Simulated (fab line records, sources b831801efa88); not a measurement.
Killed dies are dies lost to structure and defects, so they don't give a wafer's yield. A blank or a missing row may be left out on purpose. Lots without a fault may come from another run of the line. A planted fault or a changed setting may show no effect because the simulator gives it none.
Problem report in the 8D (eight disciplines) form, filled by code | flow sky130 | the parts of the form that need people (team, actions taken, sign-off) are left out

1. THE PROBLEM
run_length_s at SKY_PASSIVATION_ETCH_11 reads a mean of 196.6 s on 1 wafer of 1 lot; wafers without a fault read 189.4 s with a standard deviation of 0.57. That is +13 standard deviations from the usual mean.
The step: etches the open film in CF4/O2, stops on AlCu, target depth 725 nm, time 161.1 s.
First seen on wafer L140.1, day 49 03:04, on rie_diel-02. The record holds 39 wafers of 13 lots with a number at this step. Rule for "out", or "out of limits": more than 4 standard deviations from the usual mean. The other wafers with a number count as sound.

2. WHAT IT IS AND WHAT IT IS NOT
question                    | is                | is not
which readings at this step | run_length_s      | drypump_motor_current_A
which lots                  | L140              | L123, L124, L125, L128, L129, L130, L131, L132, L133, L134, L144, L145
which wafers of those lots  | L140.1            | L140.2, L140.4
read on which tools         | rie_diel-02       | rie_diel-01, rie_diel-04
when                        | from day 49 03:04 | up to then (32 sound wafers); but 6 sound wafers of L144, L145 came after

3. SUSPECTS, AND WHAT RULES EACH OUT
Counting: a tool at a process step up to the reading stays a suspect if it ran every lot that is out. Sound lots after the first of them don't rule it out here, since some wafers of a struck lot are sound.
- rie_diel-02 at SKY_PASSIVATION_ETCH_11 (etches the open film in CF4/O2, stops on AlCu, target depth 725 nm, time 161.1 s): kept. It ran the lot that is out, L140 (day 49 03:04); its last sound lot up to then is L132 (day 47 04:10). Its own readings are out on those wafers: run_length_s.
- Within rie_diel-02 at SKY_PASSIVATION_ETCH_11: the wafers that are out ran in chamber 2; their sound lot-mates ran in chambers 1, 3.
Left after counting: rie_diel-02 at SKY_PASSIVATION_ETCH_11.

4. THE CAUSE (what the simulator had put in)
Process parameter drift: rie_diel-02, from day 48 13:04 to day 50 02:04, at SKY_PASSIVATION_ETCH_11. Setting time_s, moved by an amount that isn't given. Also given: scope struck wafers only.
Counting left only this tool.

5. THE CHAIN OF EFFECTS, in route order
Each row: a reading whose mean over the struck wafers that have a number lies more than 3 standard deviations from the usual. Only readings for which the record gives a usual standard deviation are gone through. hours: the time from each lot's start at the first step in this table that gives one to its start at this step, as a median over the lots. sigmas: the change in usual standard deviations.
hours | step                     | reading                  | usual      | on struck wafers | change | sigmas
0     | SKY_PASSIVATION_ETCH_11  | oes_product_au           | 0.974 a.u. | 0.953            | -0.021 | -3.0
0     | SKY_PASSIVATION_ETCH_11  | run_length_s             | 189.4 s    | 196.6            | +7.2   | +13
0     | SKY_PASSIVATION_STRIP_12 | strip_time_to_endpoint_s | 31.50 s    | 31.12            | -0.38  | -3.8
The process steps in it:
- SKY_PASSIVATION_ETCH_11: etches the open film in CF4/O2, stops on AlCu, target depth 725 nm, time 161.1 s.
- SKY_PASSIVATION_STRIP_12: strips in O2/N2.

6. WHAT WOULD HAVE CAUGHT IT SOONER
In this record the first reading out of limits was taken at day 49 03:04, 14 hours after the fault began at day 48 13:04.
